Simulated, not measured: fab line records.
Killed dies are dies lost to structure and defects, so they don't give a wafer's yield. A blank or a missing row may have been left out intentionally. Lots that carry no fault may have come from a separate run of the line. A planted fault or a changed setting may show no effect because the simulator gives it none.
A struck lot beside a sound one ; flow sky130 ; 15 steps out of a route of 708
Sound: these wafers, L723.1, L723.4, L723.6. The struck wafers were L743.1, L743.3, L743.5. At the end, the cause is stated.
Order at every step that has rows: each side's tool, ch and its chambers, its first start. Under that, the readings that differ: sound wafers ; struck wafers ; difference of the means ; sigmas: that difference in standard deviations of wafers without a fault.
alike: words and numbers the same on both sides, and readings whose means are apart by under 2 such deviations; not compared: readings that were withheld, readings missing a value for some wafer, numbers with overlapping values and no deviation given by the record, and bounds like >300 which may hide the same value.
Wherever a step has rows on one side only, a row that says differs or no value, or a row with sigmas, the two part there. When numbers do not overlap yet have no deviation, they are printed without sigmas and do not part them. A reading missing from all wafers of one side parts the sides only when that side holds two or more wafers.

SKY_VT_ADJUST_PCH_STRIP_09: strips in O2/N2.
  sound on plasma asher-02 ch 0,1, day 10 13:25; struck on plasma asher-01 ch 0,1, day 16 16:03
reading;sound;struck;difference;sigmas
drypump motor current A (A);4.8 5.0 5.0;6.2 6.2 6.0;+1.2;+2
strip time to endpoint s (s);36.91 37.00 37.06;36.88 36.79 36.75;-0.18;-2
  alike: o2 flow sccm, oes product au
  not compared: rf hours counter h
SKY_VT_ADJUST_PCH_TW_MEAS_10:
  sound on film metro-04, day 10 13:31; struck on film metro-03, day 16 16:09
  alike: VT_ADJUST_PCH_TW
then, 7 steps without rows for these wafers: SKY_SONOS_TUNNEL_DEHYDRATE_00 (time 60 s); SKY_SONOS_TUNNEL_HMDS_01 (prime time 60 s); SKY_SONOS_TUNNEL_COAT_02 (resist thk 1155 nm); SKY_SONOS_TUNNEL_SOFTBAKE_03 (time 60 s); SKY_SONOS_TUNNEL_EXPOSE_04 (exposes mask TUNM, target cd 410 nm); SKY_SONOS_TUNNEL_PEB_05; SKY_SONOS_TUNNEL_DEVELOP_06 (develop time 60 s).
SKY_SONOS_TUNNEL_CD_MEAS_07: the cd target is 410 nm.
  sound on cd sem-02, day 11 12:16; struck on cd sem-02, day 17 21:52
  alike: cd nm
SKY_SONOS_TUNNEL_OVL_MEAS_08:
  sound on overlay-01, day 11 12:23; struck on overlay-02, day 17 21:59
  alike: SONOS_TUNNEL_OVL
after that, 1 step had no rows for these wafers: SKY_SONOS_TUNNEL_IMPLANT_09.
SKY_SONOS_TUNNEL_WET_ETCH_10: etches SiO2 in dHF, target depth 14 nm, time 280 s.
  sound on wet bench-02 ch 3, day 11 12:34; struck on wet bench-03 ch 2, day 17 22:10
  no value came back on the struck wafers for bath heat duty pct (%), run length s (s); on the sound wafers bath heat duty pct (%) reads 6.5 6.3 5.6
then, 1 step without rows for these wafers: SKY_SONOS_TUNNEL_STRIP_11 (strips in SPM, time 600 s).
-- a jump in the record: the struck wafers' starts before and after are 32 days apart (it breaks off in module SONOS_TUNNEL and resumes in module PAD_OPEN, where the first step shown is number 708 of the route) --
SKY_PAD_OPEN_PROBE_99:
  sound on prober-01, day 46 05:25; struck on prober-02, day 50 09:46
reading;sound;struck;difference;sigmas
killed at contacts;23 40 28;20 13 17;-14;-2
killed at front end;17 19 21;417 432 419;+404;+98
killed dies;98 103 96;492 492 492;+393;+40
killed on rim;17 17 19;96 96 96;+78;+21
killed open;57 64 54;38 38 43;-19;-2
  alike: killed_at_M0_to_M3, killed_at_M4_up, killed at other, killed short

## WHERE THEY PART
First at SKY_VT_ADJUST_PCH_STRIP_09; last, within this record, at SKY_PAD_OPEN_PROBE_99.

WHY: what the simulator had put in
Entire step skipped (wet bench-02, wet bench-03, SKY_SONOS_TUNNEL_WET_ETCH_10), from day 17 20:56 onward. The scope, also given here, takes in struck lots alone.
